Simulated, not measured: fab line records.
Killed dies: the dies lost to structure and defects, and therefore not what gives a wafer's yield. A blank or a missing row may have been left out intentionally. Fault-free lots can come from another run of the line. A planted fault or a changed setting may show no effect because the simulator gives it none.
Comparing a struck lot with a sound one	flow sky130	16 out of 708 route steps
Sound: these wafers, L267.2, L267.3, L267.6. Wafers L270.2, L270.5, L270.6 were the ones struck. At the end, the cause is stated.
Per side, at each step with rows, come the tool, then ch with its chambers, and then its first start. Under that, the readings that differ: sound wafers	struck wafers	difference of the means	sigmas: that difference in standard deviations of wafers without a fault.
alike: readings with means less than 2 such deviations apart, plus words and numbers identical on both sides. not compared: withheld readings, readings lacking a value on some wafer, bounds such as >300 that could conceal the same value, and numbers that have no deviation in the record and whose values overlap.
The two part at a step that has a row with sigmas, a row that says differs or no value, or rows on one side only. Numbers that don't overlap but have no deviation are shown without sigmas and don't part them. A reading that every wafer of one side lacks parts them only if that side has two wafers or more.

first, 4 steps without rows for these wafers: SKY_FIELD_ISO_WET_ETCH_29 (etches Si3N4 in H3PO4, target depth 160 nm, time 1825 s); SKY_FIELD_ISO_WET_ETCH_30 (etches SiO2 in dHF, target depth 25 nm, time 50 s); SKY_NWELL_CLEAN_00 (cleans in SC1/SC2, time 150 s); SKY_NWELL_OXIDATION_01 (stabilise 600 s, purge 300 s, target thk 10 nm).
SKY_NWELL_THK_MEAS_02:
  sound: film-metro-03 at day 2 22:07; struck: film-metro-04 at day 3 05:31
  alike: NWELL_OXIDATION_THK
then, 7 steps without rows for these wafers: SKY_DNWELL_DEHYDRATE_00 (time 60 s); SKY_DNWELL_HMDS_01 (prime time 60 s); SKY_DNWELL_COAT_02 (resist thk 3000 nm); SKY_DNWELL_SOFTBAKE_03; SKY_DNWELL_EXPOSE_04 (exposes mask DNM, target cd 3000 nm); SKY_DNWELL_PEB_05; SKY_DNWELL_DEVELOP_06 (develop time 60 s).
SKY_DNWELL_IMPLANT_07:
  sound on implanter-04 ch 0, day 3 13:42; struck on implanter-01 ch 0, day 3 20:26
  not compared: implant-ion-amu
SKY_DNWELL_STRIP_08: strips in O2/N2.
  sound on plasma-asher-02 ch 0,1, day 3 13:50; struck on plasma-asher-03 ch 0,1, day 3 20:34
  alike: chamber-pressure-mTorr, drypump-motor-current-A, o2-flow-sccm, oes-product-au, strip-time-to-endpoint-s
  not compared: rf-hours-counter-h
SKY_DNWELL_TW_MEAS_09:
  sound: film-metro-03 at day 3 13:56; struck: film-metro-02 at day 3 20:40
reading	sound	struck	difference	sigmas
DNWELL_TW	1112 1111 1109	358 357 359	-753	-44
then, 1 step without rows for these wafers: SKY_PWDE_DEHYDRATE_00 (time 60 s).

== WHERE THEY PART ==
Only at SKY_DNWELL_TW_MEAS_09, within this record.

WHY: whatever the simulator had introduced
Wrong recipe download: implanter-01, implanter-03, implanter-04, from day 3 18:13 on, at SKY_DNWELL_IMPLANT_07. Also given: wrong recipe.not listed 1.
